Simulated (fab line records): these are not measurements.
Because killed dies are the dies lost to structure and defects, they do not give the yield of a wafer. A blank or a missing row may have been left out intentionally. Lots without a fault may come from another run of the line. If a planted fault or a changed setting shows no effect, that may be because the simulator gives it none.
Which tool is to blame? + flow gf180mcu + 24 lots, 72 wafers sampled, at 6 steps of a route of 602

WHAT THE GAUGES SHOWED, per wafer
GF_V1_CD_MEAS_14 targets a cd of 260 nm.
| lot  | measured     | on       | cdNm (nm)         |
|------|--------------|----------|-------------------|
| L074 | day 18 00:23 | cdSem-01 | 260.9 260.2 259.3 |
| L075 | day 18 22:42 | cdSem-02 | 260.2 259.9 260.3 |
| L076 | day 18 22:16 | cdSem-01 | 259.6 259.1 259.2 |
| L077 | day 19 02:37 | cdSem-01 | 258.8 258.0 259.9 |
| L079 | day 20 02:10 | cdSem-02 | 261.3 262.0 261.2 |
| L078 | day 20 03:07 | cdSem-01 | 261.2 261.7 260.8 |
| L080 | day 20 18:19 | cdSem-01 | 262.5 264.7 263.4 |
| L081 | day 20 23:20 | cdSem-01 | 261.2 261.6 262.0 |
| L082 | day 21 03:45 | cdSem-01 | 259.3 259.0 259.8 |
| L083 | day 21 23:17 | cdSem-02 | 260.3 259.6 259.5 |
| L084 | day 21 23:41 | cdSem-01 | 261.2 261.1 260.7 |
| L085 | day 22 11:14 | cdSem-02 | 260.4 260.0 260.2 |
| L086 | day 22 14:52 | cdSem-01 | 258.6 259.3 258.6 |
| L087 | day 23 02:41 | cdSem-01 | 258.7 259.7 259.6 |
| L088 | day 23 14:05 | cdSem-01 | 259.9 259.7 259.6 |
| L089 | day 23 16:19 | cdSem-01 | 260.9 260.0 259.4 |
| L090 | day 23 18:34 | cdSem-02 | 260.6 259.8 260.7 |
| L091 | day 24 09:03 | cdSem-02 | 262.4 263.2 261.9 |
| L092 | day 24 13:34 | cdSem-02 | 258.6 257.9 258.5 |
| L093 | day 24 22:56 | cdSem-02 | 259.3 258.9 258.2 |
| L094 | day 25 14:13 | cdSem-02 | 260.3 261.3 259.1 |
| L095 | day 25 16:22 | cdSem-02 | 260.4 261.1 261.1 |
| L096 | day 26 00:25 | cdSem-01 | 258.9 258.9 258.8 |
| L097 | day 26 04:35 | cdSem-02 | 259.6 260.1 260.7 |

GF_V2_THK_MEAS_01.
| lot  | measured     | on           | V2_CVD_00_THK (nm) |
|------|--------------|--------------|--------------------|
| L074 | day 19 03:10 | filmMetro-02 | 594 605 601        |
| L075 | day 20 01:41 | filmMetro-02 | 599 597 604        |
| L076 | day 20 01:22 | filmMetro-02 | 603 602 588        |
| L077 | day 20 05:28 | filmMetro-02 | 611 602 605        |
| L079 | day 21 05:29 | filmMetro-04 | 594 602 606        |
| L078 | day 21 06:27 | filmMetro-02 | 612 608 595        |
| L080 | day 21 20:35 | filmMetro-02 | 598 603 598        |
| L081 | day 22 01:08 | filmMetro-02 | 599 599 603        |
| L082 | day 22 05:31 | filmMetro-02 | 596 611 601        |
| L083 | day 23 01:23 | filmMetro-04 | 591 591 600        |
| L084 | day 23 01:51 | filmMetro-04 | 603 593 595        |
| L085 | day 23 13:12 | filmMetro-04 | 587 593 592        |
| L086 | day 23 16:13 | filmMetro-02 | 606 603 608        |
| L087 | day 24 03:54 | filmMetro-04 | 597 597 592        |
| L088 | day 24 14:04 | filmMetro-02 | 599 591 595        |
| L089 | day 24 17:39 | filmMetro-04 | 585 597 593        |
| L090 | day 24 19:32 | filmMetro-04 | 603 589 600        |
| L091 | day 25 09:46 | filmMetro-02 | 591 604 607        |
| L092 | day 25 13:14 | filmMetro-02 | 601 602 600        |
| L093 | day 25 22:55 | filmMetro-02 | 590 602 596        |
| L094 | day 26 14:14 | filmMetro-04 | 592 597 584        |
| L095 | day 26 15:30 | filmMetro-02 | 591 596 598        |
| L096 | day 26 22:46 | filmMetro-01 | 613 610 613        |
| L097 | day 27 03:53 | filmMetro-04 | 594 592 606        |

GF_V4_BOW_MEAS_05.
| lot  | measured     | on           | V4_BOW (um) |
|------|--------------|--------------|-------------|
| L074 | day 23 09:52 | filmMetro-04 | 139 143 147 |
| L075 | day 24 05:17 | filmMetro-02 | 129 129 134 |
| L076 | day 24 04:59 | filmMetro-04 | 133 139 148 |
| L077 | day 24 09:35 | filmMetro-02 | 135 137 126 |
| L079 | day 25 07:05 | filmMetro-04 | 141 145 140 |
| L078 | day 25 07:46 | filmMetro-02 | 143 149 135 |
| L080 | day 25 19:15 | filmMetro-02 | 122 128 126 |
| L081 | day 26 02:12 | filmMetro-01 | 125 134 128 |
| L082 | day 26 05:16 | filmMetro-02 | 134 158 148 |
| L083 | day 26 22:01 | filmMetro-01 | 134 132 141 |
| L084 | day 26 22:23 | filmMetro-04 | 139 139 126 |
| L085 | day 27 09:36 | filmMetro-01 | 119 128 120 |
| L086 | day 27 11:09 | filmMetro-02 | 123 128 132 |
| L087 | day 27 22:59 | filmMetro-04 | 146 151 143 |
| L088 | day 28 07:23 | filmMetro-02 | 132 122 136 |
| L089 | day 28 11:17 | filmMetro-04 | 122 135 129 |
| L090 | day 28 11:26 | filmMetro-01 | 126 124 131 |
| L091 | day 29 02:35 | filmMetro-04 | 124 127 129 |
| L092 | day 29 05:01 | filmMetro-02 | 138 155 148 |
| L093 | day 29 12:55 | filmMetro-01 | 146 150 143 |
| L094 | day 30 03:47 | filmMetro-02 | 143 143 138 |
| L095 | day 30 04:08 | filmMetro-04 | 130 146 147 |
| L096 | day 30 11:06 | filmMetro-02 | 140 142 144 |
| L097 | day 30 15:59 | filmMetro-01 | 114 121 114 |

GF_M5_OVL_MEAS_08.
| lot  | measured     | on         | M5_OVL (nm) |
|------|--------------|------------|-------------|
| L074 | day 26 05:52 | overlay-02 | -5 -6 -2    |
| L075 | day 27 00:55 | overlay-01 | -12 -15 -7  |
| L076 | day 27 00:06 | overlay-02 | -7 3 -11    |
| L077 | day 27 03:53 | overlay-01 | -3 -8 -2    |
| L079 | day 27 23:26 | overlay-01 | -9 -9 -11   |
| L078 | day 27 23:52 | overlay-01 | 5 -5 0      |
| L080 | day 28 10:23 | overlay-01 | -5 -3 -1    |
| L081 | day 28 14:55 | overlay-01 | -2 -1 2     |
| L082 | day 28 19:41 | overlay-01 | -14 -6 -5   |
| L083 | day 29 10:41 | overlay-01 | -5 7 2      |
| L084 | day 29 11:49 | overlay-01 | -3 -2 -1    |
| L085 | day 29 23:10 | overlay-02 | 2 0 -3      |
| L086 | day 29 23:59 | overlay-02 | -7 -8 -3    |
| L087 | day 30 10:33 | overlay-01 | 3 -5 -6     |
| L088 | day 30 18:28 | overlay-02 | -8 -1 -3    |
| L089 | day 30 21:53 | overlay-01 | 0 -1 -6     |
| L090 | day 30 21:56 | overlay-02 | 0 -3 -2     |
| L091 | day 31 11:58 | overlay-01 | 1 7 9       |
| L092 | day 31 14:03 | overlay-02 | -2 10 1     |
| L093 | day 31 21:09 | overlay-02 | 5 1 -7      |
| L094 | day 32 11:05 | overlay-02 | -9 -3 -2    |
| L095 | day 32 11:26 | overlay-02 | -3 -2 -1    |
| L096 | day 32 17:02 | overlay-01 | 2 -2 -2     |
| L097 | day 32 20:47 | overlay-01 | -13 -4 -13  |

WHAT TOOL EACH LOT RAN ON (gives the tool, then ch and the chambers of the sampled wafers, and finally the start)
| lot  | GF_HV_LDD_ETCHBACK_58             | GF_V2_STRIP_18                      |
|------|-----------------------------------|-------------------------------------|
| L074 | rieDiel-01 ch 0,1,2, day 12 10:53 | plasmaAsher-01 ch 0,1, day 20 04:56 |
| L075 | rieDiel-01 ch 0,1,3, day 13 04:17 | plasmaAsher-02 ch 0,1, day 21 02:34 |
| L076 | rieDiel-04 ch 1,2,3, day 13 04:57 | plasmaAsher-02 ch 0,1, day 21 02:02 |
| L077 | rieDiel-03 ch 0,2,3, day 13 07:41 | plasmaAsher-01 ch 0,1, day 21 06:53 |
| L079 | rieDiel-04 ch 1,2,3, day 14 04:33 | plasmaAsher-02 ch 0,1, day 22 05:43 |
| L078 | rieDiel-01 ch 1,2, day 14 05:58   | plasmaAsher-02 ch 0,1, day 22 07:20 |
| L080 | rieDiel-03 ch 2,3, day 14 19:50   | plasmaAsher-04 ch 0,1, day 22 20:01 |
| L081 | rieDiel-04 ch 0,2, day 14 22:32   | plasmaAsher-01 ch 0,1, day 23 01:42 |
| L082 | rieDiel-01 ch 2,3, day 15 01:29   | plasmaAsher-02 ch 0,1, day 23 05:38 |
| L083 | rieDiel-01 ch 1,3, day 15 20:41   | plasmaAsher-01 ch 0,1, day 24 01:12 |
| L084 | rieDiel-03 ch 1,2,3, day 15 21:31 | plasmaAsher-04 ch 0,1, day 24 01:53 |
| L085 | rieDiel-04 ch 0,1,2, day 16 08:54 | plasmaAsher-02 ch 0,1, day 24 12:32 |
| L086 | rieDiel-03 ch 1,2,3, day 16 11:27 | plasmaAsher-04 ch 0,1, day 24 14:41 |
| L087 | rieDiel-01 ch 0,1,3, day 16 22:25 | plasmaAsher-04 ch 0,1, day 25 02:39 |
| L088 | rieDiel-04 ch 1,3, day 17 11:22   | plasmaAsher-01 ch 0,1, day 25 12:27 |
| L089 | rieDiel-03 ch 1,2,3, day 17 12:47 | plasmaAsher-02 ch 0,1, day 25 16:07 |
| L090 | rieDiel-03 ch 0,2, day 17 15:37   | plasmaAsher-02 ch 0,1, day 25 17:25 |
| L091 | rieDiel-03 ch 1,2,3, day 18 06:21 | plasmaAsher-01 ch 0,1, day 26 08:02 |
| L092 | rieDiel-01 ch 0,2,3, day 18 12:45 | plasmaAsher-02 ch 1, day 26 10:49   |
| L093 | rieDiel-04 ch 0,1,3, day 18 21:28 | plasmaAsher-02 ch 0,1, day 26 19:49 |
| L094 | rieDiel-01 ch 0,1,2, day 19 13:56 | plasmaAsher-01 ch 0,1, day 27 11:55 |
| L095 | rieDiel-03 ch 0,1,2, day 19 15:17 | plasmaAsher-04 ch 0,1, day 27 12:19 |
| L096 | rieDiel-04 ch 0,2,3, day 20 02:32 | plasmaAsher-02 ch 1, day 27 19:22   |
| L097 | rieDiel-04 ch 0,2, day 20 08:22   | plasmaAsher-04 ch 0,1, day 28 00:57 |
- GF_HV_LDD_ETCHBACK_58: etches Si3N4 in CH3F/O2, stops on SiO2, time 100 s, target depth 90 nm.
- GF_V2_STRIP_18: strips in O2/N2.

AS READ BY THE TOOLS THEMSELVES (means over the sampled wafers that have a number; for cases with no such wafer, the mark the record gives instead)
GF_HV_LDD_ETCHBACK_58.
| lot  | tool       | drypumpMotorCurrentA (A) | oesProductAu (a.u.) | throttleValvePct (%) |
|------|------------|--------------------------|---------------------|----------------------|
| L074 | rieDiel-01 | 5.7                      | 0.840               | 10.560               |
| L075 | rieDiel-01 | 5.9                      | 0.840               | 10.563               |
| L076 | rieDiel-04 | 6.3                      | 0.836               | 10.568               |
| L077 | rieDiel-03 | 5.4                      | 0.846               | 10.563               |
| L079 | rieDiel-04 | 6.3                      | 0.841               | 10.558               |
| L078 | rieDiel-01 | 5.5                      | 0.841               | 10.561               |
| L080 | rieDiel-03 | 5.1                      | 0.840               | 10.564               |
| L081 | rieDiel-04 | 6.3                      | 0.850               | 10.561               |
| L082 | rieDiel-01 | 5.8                      | 0.850               | 10.565               |
| L083 | rieDiel-01 | 6.1                      | 0.847               | 10.559               |
| L084 | rieDiel-03 | 5.3                      | 0.838               | 10.560               |
| L085 | rieDiel-04 | 6.1                      | 0.843               | 10.553               |
| L086 | rieDiel-03 | 5.2                      | 0.840               | 10.570               |
| L087 | rieDiel-01 | 5.9                      | 0.841               | 10.556               |
| L088 | rieDiel-04 | 6.1                      | 0.846               | 10.564               |
| L089 | rieDiel-03 | 5.3                      | 0.845               | 10.558               |
| L090 | rieDiel-03 | 5.5                      | 0.852               | 10.571               |
| L091 | rieDiel-03 | 5.2                      | 0.842               | 10.562               |
| L092 | rieDiel-01 | 5.9                      | 0.839               | 10.560               |
| L093 | rieDiel-04 | 6.1                      | 0.846               | 10.558               |
| L094 | rieDiel-01 | 5.6                      | 0.834               | 10.557               |
| L095 | rieDiel-03 | 5.5                      | 0.840               | 10.560               |
| L096 | rieDiel-04 | 6.4                      | 0.839               | 10.564               |
| L097 | rieDiel-04 | 6.1                      | 0.849               | 10.565               |

GF_V2_STRIP_18.
| lot  | tool           | drypumpMotorCurrentA (A) | heaterPowerW (W) | o2FlowSccm (sccm) | oesProductAu (a.u.) | platenTempC (C) |
|------|----------------|--------------------------|------------------|-------------------|---------------------|-----------------|
| L074 | plasmaAsher-01 | 5.8                      | 307              | 2990              | 0.589               | 249.87          |
| L075 | plasmaAsher-02 | 6.7                      | 352              | 2999              | 0.592               | 250.13          |
| L076 | plasmaAsher-02 | 6.6                      | 357              | 2992              | 0.588               | 249.89          |
| L077 | plasmaAsher-01 | 5.8                      | 305              | 2998              | 0.596               | 250.07          |
| L079 | plasmaAsher-02 | 6.7                      | 355              | 2995              | 0.589               | 250.08          |
| L078 | plasmaAsher-02 | 6.6                      | 363              | 3001              | 0.597               | 249.97          |
| L080 | plasmaAsher-04 | 5.5                      | 297              | 3010              | 0.595               | 250.02          |
| L081 | plasmaAsher-01 | 5.8                      | 317              | 2988              | 0.592               | 250.12          |
| L082 | plasmaAsher-02 | 6.6                      | 361              | 3004              | 0.594               | 249.97          |
| L083 | plasmaAsher-01 | 5.9                      | 313              | 3002              | 0.593               | 250.01          |
| L084 | plasmaAsher-04 | 5.4                      | 297              | 3000              | 0.595               | 250.03          |
| L085 | plasmaAsher-02 | 6.6                      | 357              | 2995              | 0.600               | 250.03          |
| L086 | plasmaAsher-04 | 5.5                      | 296              | 3003              | 0.595               | 249.95          |
| L087 | plasmaAsher-04 | 5.4                      | 292              | 3004              | 0.597               | 250.01          |
| L088 | plasmaAsher-01 | 5.8                      | 308              | 3007              | 0.594               | 249.88          |
| L089 | plasmaAsher-02 | 6.6                      | 357              | 3005              | 0.598               | 249.89          |
| L090 | plasmaAsher-02 | 6.6                      | 357              | 2999              | 0.593               | 250.15          |
| L091 | plasmaAsher-01 | 5.8                      | 306              | 3001              | 0.597               | 250.15          |
| L092 | plasmaAsher-02 | 6.5                      | 361              | 2994              | 0.591               | 249.95          |
| L093 | plasmaAsher-02 | 6.6                      | 353              | 2991              | 0.594               | 249.94          |
| L094 | plasmaAsher-01 | 5.8                      | 309              | 2992              | 0.594               | 250.04          |
| L095 | plasmaAsher-04 | 5.4                      | 295              | 2999              | 0.599               | 249.91          |
| L096 | plasmaAsher-02 | 6.5                      | 356              | 2995              | 0.591               | 250.10          |
| L097 | plasmaAsher-04 | 5.5                      | 295              | 3002              | 0.595               | 250.04          |

THE ANSWER, worked out from the rows above alone
Rule: the lots themselves supply what counts as usual. The widest of any qualifying gaps counts: lots, ordered by their means at a reading, are off when they make up no more than a third of the lots, leave a main group of 4 or more, and stand apart from it by 3 or more times the standard deviation of that group's means. A main group is skipped when, at the precision printed for the reading in the tables above, its means are all equal. A lot without any number at a reading at which 4 lots or more have one is off too. All remaining lots with rows at the step are treated as sound. Order of review: gauges by route order, followed by the tools' own readings, for which a lot's mean as printed above is used. The first step at which some lot is off is used, and at that step the reading that is off furthest; a lot without a number counts as furthest.
No lot is off at any reading shown: from this, nothing can be told.

WHAT THE SIMULATOR PUT IN
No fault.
